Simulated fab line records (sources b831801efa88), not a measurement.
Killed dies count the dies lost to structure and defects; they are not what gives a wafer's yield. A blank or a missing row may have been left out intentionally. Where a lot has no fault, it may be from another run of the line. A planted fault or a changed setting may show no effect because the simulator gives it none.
fab line records	flow sky130	part 1 of 2: steps 1 to 25 of 34
[record] lots = 5	wafers = 15	last_day = 49
route steps=708 shown CONTACT@420 METAL1@434
lots with no fault: from the same line, run without faults
start_h: start of the lot's first displayed wafer, in hours after the record's first day	wait_h: hours since the lot's step before	" identical to the entry in the row above	L1.1+2: one row covering several wafers at once	- either no value or no given start	* or withheld: withheld	< > ~ a bound
route shown NAME@n: names a module that has steps shown in the file, with the first one's number in the route	usual: mean and standard deviation over wafers with no fault	same: alike in all rows	chamber/n: place in a boat	sites: readings site by site	_std_site: standard deviation across them	_edge_site: the outer-site mean with the inner-site mean subtracted	radius_mm: how far each site lies from the wafer's centre	mask NAME#n: copy n	behind: tool/chamber where the wafer was last shaped	hold: why the lot went on hold/how many hours it stayed there/how the hold came to an end	device: names the non-switching transistor (n, p or np)	end of line: tests run on the same wafers once the route is complete	a step with no rows: only its recipe	killed: count of dies lost to structure and defects at first sort (not the wafer's yield)	map: shows each die of a wafer: x if killed, . if not, _ if none is there
set.NAME: the setting as run; set.NAME@STEP: as run at that earlier step	model.NAME: the simulator's own value behind a step, which no gauge read
lots at some steps of the route; a table a step, a row a wafer
services: a tool's chamber out of use, with start hour (start_h, from the record's first day; less than 0 if before it), hours out, and reason
[[steps]]
[step SKY_CONTACT_CD_MEAS_14]
[recipe] target_cd_nm = 170
[usual] cd_nm = 170.5/1.6
lot.wafer	tool	chamber	start_h	wait_h	cd_nm
L082.1	cd_sem-01	-	799.02	-	171.8
L082.4	"	-	"	"	170.1
L082.6	"	-	"	"	172.3
L084.3	cd_sem-02	-	815.01	-	170.6
L084.4	"	-	"	"	170.9
L084.5	"	-	"	"	171.9
L086.3	cd_sem-02	-	834.76	-	167.7
L086.5	"	-	"	"	166.8
L086.6	"	-	"	"	167.3
L092.3	cd_sem-01	-	868.46	-	172.1
L092.4	"	-	"	"	170.8
L092.6	"	-	"	"	170.1
L091.2	cd_sem-01	-	869.50	-	169.3
L091.4	"	-	"	"	168.9
L091.6	"	-	"	"	168.9
[step SKY_CONTACT_OVL_MEAS_15]
[usual] CONTACT_OVL = -2/5
lot.wafer	tool	chamber	start_h	wait_h	CONTACT_OVL[nm]
L082.1	overlay-01	-	799.14	0.1	-4
L082.4	"	-	"	"	-8
L082.6	"	-	"	"	-10
L084.3	overlay-02	-	815.10	0.1	6
L084.4	"	-	"	"	6
L084.5	"	-	"	"	0
L086.3	overlay-02	-	834.85	0.1	-3
L086.5	"	-	"	"	0
L086.6	"	-	"	"	-2
L092.3	overlay-02	-	868.55	0.1	-3
L092.4	"	-	"	"	2
L092.6	"	-	"	"	3
L091.2	overlay-02	-	869.61	0.1	5
L091.4	"	-	"	"	1
L091.6	"	-	"	"	1
[step SKY_CONTACT_ETCH_16]
[recipe] chemistry = N2/H2	target = BARC	ion_energy_ev = 200	source_w = 500	bias_w = 100	pressure_mtorr = 30	n2_flow_sccm = 100	h2_flow_sccm = 200	stop_on = SiO2	time_s = 45.9	target_depth_a = 600
[usual] drypump_motor_current_A = 5.6/0.43	h2_flow_sccm = 200.0/0.55	oes_product_au = 0.854/0.0046	rf_fwd_power_W = 494.9/2.1	throttle_valve_pct = 13.225/0.0086
lot.wafer	tool	chamber	start_h	wait_h	drypump_motor_current_A	h2_flow_sccm	oes_product_au	rf_fwd_power_W	rf_hours_counter_h	throttle_valve_pct
L082.1	rie_diel-03	3	799.18	0.0	5.6	199.7	0.863	493.7	8	13.228
L082.4	"	0	"	"	6.2	199.4	0.853	492.8	35	13.223
L082.6	"	0	"	"	6.2	199.7	0.854	493.4	-	13.221
L084.3	rie_diel-04	2	815.13	0.0	5.8	200.2	0.854	497.3	15	13.238
L084.4	"	0	"	"	5.1	200.0	0.858	496.0	6	13.230
L084.5	"	3	"	"	6.2	201.0	0.855	493.6	-	13.233
L086.3	rie_diel-02	1	834.88	0.0	5.5	199.7	0.858	492.9	11	13.229
L086.5	"	2	"	"	5.3	200.1	0.859	497.7	-	13.219
L086.6	"	1	"	"	5.5	200.5	0.858	494.1	-	13.213
L092.3	rie_diel-04	3	868.58	0.0	6.3	200.2	0.859	493.0	6	13.226
L092.4	"	2	"	"	5.8	200.6	0.857	496.4	17	13.219
L092.6	"	1	"	"	5.4	200.4	0.852	499.1	-	13.209
L091.2	rie_diel-02	2	869.64	0.0	5.4	200.7	0.862	497.9	20	13.223
L091.4	"	1	"	"	5.6	200.0	0.859	494.8	12	13.219
L091.6	"	1	"	"	5.6	200.2	0.852	497.1	-	13.221
[step SKY_CONTACT_ETCH_17]
[recipe] target = SiO2	chemistry = C4F8/O2/Ar	stop_on = Si3N4	mask_material = KrF-thick	source_w = 1500	bias_w = 1200	pressure_mtorr = 40	c4f8_flow_sccm = withheld	O2_flow_sccm = 6	Ar_flow_sccm = 300	time_s = withheld	target_depth_a = 3400
[usual] oes_product_au = 0.894/0.0055	rf_fwd_power_W = 1487/5.9
lot.wafer	tool	chamber	start_h	wait_h	oes_product_au	rf_fwd_power_W
L082.1	rie_diel-03	3	799.22	0.0	0.894	1489
L082.4	"	0	"	"	0.898	1480
L082.6	"	0	"	"	0.894	1491
L084.3	rie_diel-04	2	815.17	0.0	0.893	1487
L084.4	"	0	"	"	0.906	1492
L084.5	"	3	"	"	0.905	1488
L086.3	rie_diel-02	1	834.92	0.0	0.884	1489
L086.5	"	2	"	"	0.900	1500
L086.6	"	1	"	"	0.891	1487
L092.3	rie_diel-04	3	868.62	0.0	0.900	1482
L092.4	"	2	"	"	0.886	1492
L092.6	"	1	"	"	0.894	1488
L091.2	rie_diel-02	2	869.68	0.0	0.888	1488
L091.4	"	1	"	"	0.897	1483
L091.6	"	1	"	"	0.894	1481
[step SKY_CONTACT_ETCH_18]
[recipe] target = Si3N4	chemistry = CHF3/O2	stop_on = TiN	source_w = 600	bias_w = 200	pressure_mtorr = 40	chf3_flow_sccm = 50	O2_flow_sccm = 5	time_s = 39	target_depth_a = 750
[usual] drypump_motor_current_A = 5.6/0.44	oes_product_au = 0.854/0.0073	rf_fwd_power_W = 592.8/2.9	throttle_valve_pct = 8.793/0.0094
lot.wafer	tool	chamber	start_h	wait_h	drypump_motor_current_A	oes_product_au	rf_fwd_power_W	rf_hours_counter_h	throttle_valve_pct
L082.1	rie_diel-03	3	-	-	5.6	0.850	593.2	8	8.795
L082.4	"	0	"	"	6.2	0.861	585.8	35	8.795
L082.6	"	0	"	"	6.2	0.860	585.0	-	8.803
L084.3	rie_diel-04	2	-	-	5.8	0.845	596.2	15	8.781
L084.4	"	0	"	"	5.1	0.852	595.5	6	8.799
L084.5	"	3	"	"	6.3	0.852	588.6	-	8.784
L086.3	rie_diel-02	1	-	-	5.5	0.837	592.1	11	8.810
L086.5	"	2	"	"	5.3	0.848	598.5	-	8.781
L086.6	"	1	"	"	5.5	0.858	593.0	-	8.774
L092.3	rie_diel-04	3	-	-	6.2	0.850	591.1	6	8.803
L092.4	"	2	"	"	5.8	0.873	593.4	17	8.785
L092.6	"	1	"	"	5.4	0.847	595.2	-	8.786
L091.2	rie_diel-02	2	-	-	5.3	0.845	593.6	20	8.775
L091.4	"	1	"	"	5.5	0.861	591.6	12	8.799
L091.6	"	1	"	"	5.5	0.857	593.4	-	8.788
[step SKY_CONTACT_STRIP_19]
[recipe] chemistry = O2/N2	power_w = 1400	pressure_mtorr = 1500	platen_temp_c = withheld	o2_flow_sccm = 3000	n2_flow_sccm = 300	overash_fraction = 0.5
[usual] drypump_motor_current_A = 5.4/0.4	oes_product_au = 0.380/0.0045	strip_time_to_endpoint_s = 3.613/0.029
lot.wafer	tool	chamber	start_h	wait_h	drypump_motor_current_A	oes_product_au	rf_hours_counter_h	strip_time_to_endpoint_s
L082.1	plasma_asher-03	0	799.31	-	5.5	0.377	94	3.608
L082.4	"	1	"	"	5.3	0.385	-	3.638
L082.6	"	1	"	"	5.3	0.381	-	3.612
L084.3	plasma_asher-03	0	815.29	-	5.5	0.388	-	3.614
L084.4	"	1	"	"	5.4	0.379	-	3.664
L084.5	"	1	"	"	5.3	0.385	-	3.643
L086.3	plasma_asher-03	1	835.04	-	5.3	0.379	-	3.640
L086.5	"	0	"	"	5.5	0.374	-	3.645
L086.6	"	1	"	"	5.4	0.381	-	3.636
L092.3	plasma_asher-01	1	868.74	-	5.1	0.373	-	3.618
L092.4	"	0	"	"	4.9	0.380	-	3.592
L092.6	"	0	"	"	4.9	0.377	-	3.580
L091.2	plasma_asher-03	0	869.77	-	5.5	0.382	101	3.617
L091.4	"	1	"	"	5.3	0.380	-	3.669
L091.6	"	0	"	"	5.5	0.387	-	3.667
[step SKY_CONTACT_STRIP_20]
[recipe] chemistry = post_etch_residue_remover	time_s = 1200	temp_c = 72.5
lot.wafer	tool	chamber	start_h	wait_h
L082.1+4+6	wet_bench-03	0	799.41	0.1
L084.3+4+5	wet_bench-01	3	815.36	0.0
L086.3+5+6	wet_bench-01	1	835.11	0.0
L092.3+4+6	wet_bench-04	1	868.81	0.0
L091.2+4+6	wet_bench-01	3	869.87	0.1
[step SKY_CONTACT_CLEAN_21]
[recipe] chemistry = IPA	time_s = 180	temp_c = 25
lot.wafer	tool	chamber	start_h	wait_h
L082.1+4+6	wet_bench-01	3	799.75	0.0
L084.3+4+5	wet_bench-04	2	815.70	0.0
L086.3+5+6	wet_bench-01	1	835.45	0.0
L092.3+4+6	wet_bench-01	1	869.18	0.0
L091.2+4+6	wet_bench-04	3	870.21	0.0
[step SKY_CONTACT_CLEAN_22]
[recipe] chemistry = O3/DIW	dry = n2_spin
lot.wafer	tool	chamber	start_h	wait_h
L082.1+4+6	wet_bench-03	3	799.81	0.0
L084.3+4+5	wet_bench-03	3	815.76	0.0
L086.3+5+6	wet_bench-01	1	835.51	0.0
L092.3+4+6	wet_bench-03	3	869.24	0.0
L091.2+4+6	wet_bench-03	2	870.28	0.0
[step SKY_CONTACT_SPUTTER_23]
[recipe] material = TiN	target_thk_nm = 20	chamber_pressure_pa = 5	power_w = 4000	time_s = 80
[usual] throttle_valve_pct = 29.7/0.92
lot.wafer	tool	chamber	start_h	wait_h	throttle_valve_pct
L082.1	pvd_sputter-04	-	799.90	0.0	29.4
L082.4	"	-	"	"	29.9
L082.6	"	-	"	"	30.0
L084.3	pvd_sputter-03	-	815.86	0.0	29.8
L084.4	"	-	"	"	30.6
L084.5	"	-	"	"	29.9
L086.3	pvd_sputter-01	-	835.60	0.0	29.5
L086.5	"	-	"	"	31.2
L086.6	"	-	"	"	31.5
L092.3	pvd_sputter-04	-	869.33	0.0	29.8
L092.4	"	-	"	"	30.0
L092.6	"	-	"	"	30.1
L091.2	pvd_sputter-03	-	870.37	0.0	29.8
L091.4	"	-	"	"	30.2
L091.6	"	-	"	"	29.9
[step SKY_CONTACT_CVD_24]
[recipe] material = W	target_thk_nm = 340	time_s = 102.12	temp_c = 400	pressure_torr = 40
[usual] heater_power_w = 828/79
lot.wafer	tool	chamber	start_h	wait_h	heater_power_w
L082.1	cvd_w-01	1	799.96	0.0	777
L082.4	"	0	"	"	762
L082.6	"	1	"	"	795
L084.3	cvd_w-01	1	815.96	0.1	762
L084.4	"	0	"	"	747
L084.5	"	0	"	"	762
L086.3	cvd_w-01	1	835.70	0.1	754
L086.5	"	0	"	"	745
L086.6	"	1	"	"	783
L092.3	cvd_w-02	1	869.43	0.1	964
L092.4	"	0	"	"	912
L092.6	"	1	"	"	975
L091.2	cvd_w-01	1	870.43	0.0	771
L091.4	"	0	"	"	761
L091.6	"	1	"	"	792
[step SKY_CONTACT_RS_MEAS_25]
[recipe] thk_meas_gauge = four-point-probe	reads = W_of_CONTACT_CVD_24+TiN_of_CONTACT_SPUTTER_23
[usual] CONTACT_W_RS = 0.339/0.0039
lot.wafer	tool	chamber	start_h	wait_h	CONTACT_W_RS[ohm/sq]
L082.1	film_metro-01	-	800.07	0.1	0.345
L082.4	"	-	"	"	0.342
L082.6	"	-	"	"	0.345
L084.3	film_metro-02	-	816.07	0.1	0.342
L084.4	"	-	"	"	0.341
L084.5	"	-	"	"	0.338
L086.3	film_metro-01	-	835.81	0.1	0.350
L086.5	"	-	"	"	0.344
L086.6	"	-	"	"	0.346
L092.3	film_metro-01	-	869.54	0.1	0.334
L092.4	"	-	"	"	0.341
L092.6	"	-	"	"	0.337
L091.2	film_metro-02	-	870.56	0.1	0.341
L091.4	"	-	"	"	0.336
L091.6	"	-	"	"	0.340
[step SKY_CONTACT_THK_MEAS_26]
[recipe] thk_meas_gauge = xrf	reads = W_of_CONTACT_CVD_24
[usual] CONTACT_W_THK = 338/4.5
lot.wafer	tool	chamber	start_h	wait_h	CONTACT_W_THK[nm]
L082.1	film_metro-01	-	800.19	0.1	331
L082.4	"	-	"	"	334
L082.6	"	-	"	"	332
L084.3	film_metro-02	-	816.17	0.1	338
L084.4	"	-	"	"	337
L084.5	"	-	"	"	342
L086.3	film_metro-01	-	835.91	0.1	328
L086.5	"	-	"	"	333
L086.6	"	-	"	"	330
L092.3	film_metro-01	-	869.64	0.1	342
L092.4	"	-	"	"	336
L092.6	"	-	"	"	339
L091.2	film_metro-02	-	870.67	0.1	334
L091.4	"	-	"	"	340
L091.6	"	-	"	"	334
[step SKY_CONTACT_CMP_27]
[recipe] stop_on = SiO2	t_overpolish_s = 15	down_force_psi = 3.5	platen_rpm = 60	target_thk_nm = 0	pad_velocity_m_s = 0.94248
[usual] motor_current_A = 11.3/0.84	overpolish_run_s = 15.000/0.0092	retaining_ring_pressure_frac = 1.000/0.0051	time_to_endpoint_s = 86/3.4
lot.wafer	tool	chamber	start_h	wait_h	motor_current_A	overpolish_run_s	retaining_ring_pressure_frac	time_to_endpoint_s
L082.1	cmp-01	1	800.25	0.1	10.6	14.997	0.997	87
L082.4	"	0	"	"	11.2	15.003	1.000	84
L082.6	"	2	"	"	11.9	15.001	1.002	84
L084.4	cmp-01	1	816.21	0.0	10.7	14.997	1.009	89
L084.3	"	2	"	"	12.1	14.986	1.012	89
L084.5	"	1	"	"	10.7	15.004	1.003	91
L086.3	cmp-02	0	835.95	0.0	12.1	15.006	0.996	82
L086.5	"	0	"	"	13.4	14.986	0.989	81
L086.6	"	1	"	"	11.5	14.994	0.992	83
L092.4	cmp-01	3	869.73	0.1	10.9	14.998	0.994	80
L092.3	"	0	"	"	11.2	15.000	1.004	80
L092.6	"	2	"	"	12.6	15.003	0.999	80
L091.2	cmp-01	1	870.72	0.0	11.1	15.008	0.987	82
L091.4	"	2	"	"	12.9	15.000	1.001	84
L091.6	"	1	"	"	10.5	15.008	0.996	83
[step SKY_METAL1_SPUTTER_00]
[recipe] material = Ti	target_thk_nm = 15	power_w = 3000	time_s = 10	chamber_pressure_pa = 0.4
[usual] throttle_valve_pct = 30.3/1.2
lot.wafer	tool	chamber	start_h	wait_h	throttle_valve_pct
L082.1	pvd_sputter-01	-	800.55	0.2	30.9
L082.4	"	-	"	"	29.0
L082.6	"	-	"	"	31.5
L084.3	pvd_sputter-01	-	816.51	0.2	31.5
L084.4	"	-	"	"	29.0
L084.5	"	-	"	"	31.7
L086.3	pvd_sputter-01	-	836.25	0.2	31.5
L086.5	"	-	"	"	28.6
L086.6	"	-	"	"	29.7
L092.3	pvd_sputter-02	-	869.98	0.1	31.3
L092.4	"	-	"	"	31.1
L092.6	"	-	"	"	30.0
L091.2	pvd_sputter-01	-	871.02	0.2	31.0
L091.4	"	-	"	"	29.6
L091.6	"	-	"	"	31.1
[step SKY_METAL1_SPUTTER_01]
[recipe] material = TiN	target_thk_nm = 20	power_w = 6500	time_s = 16.7	chamber_pressure_pa = 0.4
[usual] throttle_valve_pct = 30.3/1.2
lot.wafer	tool	chamber	start_h	wait_h	throttle_valve_pct
L082.1	pvd_sputter-01	-	800.57	0.0	31.0
L082.4	"	-	"	"	29.0
L082.6	"	-	"	"	31.5
L084.3	pvd_sputter-01	-	816.53	0.0	31.5
L084.4	"	-	"	"	28.8
L084.5	"	-	"	"	31.5
L086.3	pvd_sputter-01	-	836.27	0.0	31.5
L086.5	"	-	"	"	28.7
L086.6	"	-	"	"	29.2
L092.3	pvd_sputter-02	-	870.01	0.0	31.2
L092.4	"	-	"	"	31.3
L092.6	"	-	"	"	30.2
L091.2	pvd_sputter-01	-	871.04	0.0	30.9
L091.4	"	-	"	"	29.6
L091.6	"	-	"	"	31.2
[step SKY_METAL1_SPUTTER_02]
[recipe] material = AlCu	target_thk_nm = 250	power_w = 10600	time_s = 13.3	chamber_pressure_pa = 0.4
[usual] throttle_valve_pct = 30.3/1.2
lot.wafer	tool	chamber	start_h	wait_h	throttle_valve_pct
L082.1	pvd_sputter-01	-	800.60	0.0	31.1
L082.4	"	-	"	"	28.9
L082.6	"	-	"	"	31.6
L084.3	pvd_sputter-01	-	816.56	0.0	31.5
L084.4	"	-	"	"	28.7
L084.5	"	-	"	"	31.6
L086.3	pvd_sputter-01	-	836.30	0.0	31.6
L086.5	"	-	"	"	28.8
L086.6	"	-	"	"	29.8
L092.3	pvd_sputter-02	-	870.03	0.0	31.3
L092.4	"	-	"	"	31.3
L092.6	"	-	"	"	30.0
L091.2	pvd_sputter-01	-	871.07	0.0	31.1
L091.4	"	-	"	"	29.6
L091.6	"	-	"	"	31.1
[step SKY_METAL1_SPUTTER_03]
[recipe] material = Ti	target_thk_nm = 5	power_w = 3000	time_s = 3.3	chamber_pressure_pa = 0.4
[usual] throttle_valve_pct = 30.3/1.2
lot.wafer	tool	chamber	start_h	wait_h	throttle_valve_pct
L082.1	pvd_sputter-01	-	800.62	0.0	31.0
L082.4	"	-	"	"	28.9
L082.6	"	-	"	"	31.5
L084.3	pvd_sputter-01	-	816.58	0.0	31.7
L084.4	"	-	"	"	28.8
L084.5	"	-	"	"	31.4
L086.3	pvd_sputter-01	-	836.32	0.0	31.6
L086.5	"	-	"	"	29.0
L086.6	"	-	"	"	29.3
L092.3	pvd_sputter-02	-	870.06	0.0	31.5
L092.4	"	-	"	"	31.4
L092.6	"	-	"	"	29.9
L091.2	pvd_sputter-01	-	871.09	0.0	31.2
L091.4	"	-	"	"	29.6
L091.6	"	-	"	"	30.9
[step SKY_METAL1_SPUTTER_04]
[recipe] material = TiN	target_thk_nm = 70	power_w = 6500	time_s = 58.3	chamber_pressure_pa = 0.4
[usual] throttle_valve_pct = 30.3/1.2
lot.wafer	tool	chamber	start_h	wait_h	throttle_valve_pct
L082.1	pvd_sputter-01	-	800.64	0.0	30.9
L082.4	"	-	"	"	28.8
L082.6	"	-	"	"	31.4
L084.3	pvd_sputter-01	-	816.60	0.0	31.3
L084.4	"	-	"	"	28.8
L084.5	"	-	"	"	31.6
L086.3	pvd_sputter-01	-	836.34	0.0	31.7
L086.5	"	-	"	"	28.6
L086.6	"	-	"	"	29.7
L092.3	pvd_sputter-02	-	870.07	0.0	31.3
L092.4	"	-	"	"	31.3
L092.6	"	-	"	"	30.1
L091.2	pvd_sputter-01	-	871.11	0.0	30.9
L091.4	"	-	"	"	29.6
L091.6	"	-	"	"	30.9
[step SKY_METAL1_RS_MEAS_05]
[recipe] thk_meas_gauge = four-point-probe	reads = TiN_of_METAL1_SPUTTER_04+Ti_of_METAL1_SPUTTER_03+AlCu_of_METAL1_SPUTTER_02+TiN_of_METAL1_SPUTTER_01+Ti_of_METAL1_SPUTTER_00
[usual] METAL1_ALCU_RS = 0.1272/0.0012
lot.wafer	tool	chamber	start_h	wait_h	METAL1_ALCU_RS[ohm/sq]
L082.1	film_metro-02	-	800.69	0.0	0.1251
L082.4	"	-	"	"	0.1262
L082.6	"	-	"	"	0.1258
L084.3	film_metro-04	-	816.69	0.1	0.1270
L084.4	"	-	"	"	0.1280
L084.5	"	-	"	"	0.1270
L086.3	film_metro-04	-	836.43	0.1	0.1246
L086.5	"	-	"	"	0.1258
L086.6	"	-	"	"	0.1265
L092.3	film_metro-02	-	870.16	0.1	0.1276
L092.4	"	-	"	"	0.1265
L092.6	"	-	"	"	0.1267
L091.2	film_metro-04	-	871.18	0.0	0.1247
L091.4	"	-	"	"	0.1257
L091.6	"	-	"	"	0.1248
[step SKY_METAL1_THK_MEAS_06]
[recipe] thk_meas_gauge = xrf	reads = AlCu_of_METAL1_SPUTTER_02
[usual] METAL1_ALCU_THK = 248.1/2.9
lot.wafer	tool	chamber	start_h	wait_h	METAL1_ALCU_THK[nm]
L082.1	film_metro-02	-	800.81	0.1	250.0
L082.4	"	-	"	"	249.9
L082.6	"	-	"	"	252.0
L084.3	film_metro-04	-	816.79	0.1	249.0
L084.4	"	-	"	"	245.3
L084.5	"	-	"	"	249.6
L086.3	film_metro-04	-	836.53	0.1	255.9
L086.5	"	-	"	"	252.7
L086.6	"	-	"	"	251.6
L092.3	film_metro-02	-	870.26	0.1	248.2
L092.4	"	-	"	"	249.4
L092.6	"	-	"	"	251.0
L091.2	film_metro-04	-	871.29	0.1	252.2
L091.4	"	-	"	"	251.8
L091.6	"	-	"	"	250.6
[step SKY_METAL1_DEHYDRATE_07]
[recipe] temp_c = 200	time_s = 60
lot.wafer	tool	chamber	start_h	wait_h
L082.1+4+6	litho_track-02	0	813.76	12.9
L084.3+4+5	litho_track-01	0	829.52	12.7
L086.3+5+6	litho_track-01	0	848.07	11.5
L092.3+4+6	litho_track-02	0	882.06	11.8
L091.2+4+6	litho_track-01	0	883.40	12.1
[step SKY_METAL1_HMDS_08]
[recipe] prime_time_s = 60	prime_temp_c = 120
[same] prime_time_s = 60
lot.wafer	tool	chamber	start_h	wait_h
L082.1+4+6	litho_track-02	0	813.91	0.1
L084.3+4+5	litho_track-01	0	829.67	0.1
L086.3+5+6	litho_track-01	0	848.22	0.1
L092.3+4+6	litho_track-02	0	882.21	0.1
L091.2+4+6	litho_track-01	0	883.55	0.1
[step SKY_METAL1_COAT_09]
[recipe] resist = BARC	temp_c = withheld	time_s = withheld	spin_rpm = 3000	resist_thk_nm = 60
[usual] spin_speed_rpm = 2999.8/1.8
lot.wafer	tool	chamber	start_h	wait_h	spin_speed_rpm
L082.1	litho_track-02	0	814.06	0.1	3001.8
L082.4	"	0	"	"	3002.3
L082.6	"	0	"	"	3000.7
L084.3	litho_track-01	0	829.82	0.1	2999.2
L084.4	"	0	"	"	2999.9
L084.5	"	0	"	"	2999.2
L086.3	litho_track-01	0	848.37	0.1	3001.0
L086.5	"	0	"	"	2999.8
L086.6	"	0	"	"	3000.7
L092.3	litho_track-02	0	882.36	0.1	2998.9
L092.4	"	0	"	"	2999.6
L092.6	"	0	"	"	2997.2
L091.2	litho_track-01	0	883.70	0.1	2999.5
L091.4	"	0	"	"	2998.7
L091.6	"	0	"	"	2996.4
[step SKY_METAL1_COAT_10]
[recipe] resist = KrF-thick	spin_rpm = 3000	resist_thk_nm = 450
[usual] spin_speed_rpm = 3000.3/1.8
lot.wafer	tool	chamber	start_h	wait_h	spin_speed_rpm
L082.1	litho_track-02	0	-	-	3000.2
L082.4	"	0	"	"	2999.9
L082.6	"	0	"	"	3000.0
L084.3	litho_track-01	0	-	-	2999.5
L084.4	"	0	"	"	3002.3
L084.5	"	0	"	"	3001.9
L086.3	litho_track-01	0	-	-	3000.6
L086.5	"	0	"	"	3000.3
L086.6	"	0	"	"	2999.9
L092.3	litho_track-02	0	-	-	3002.8
L092.4	"	0	"	"	2996.7
L092.6	"	0	"	"	3000.3
L091.2	litho_track-01	0	-	-	2999.2
L091.4	"	0	"	"	2997.4
L091.6	"	0	"	"	3000.4
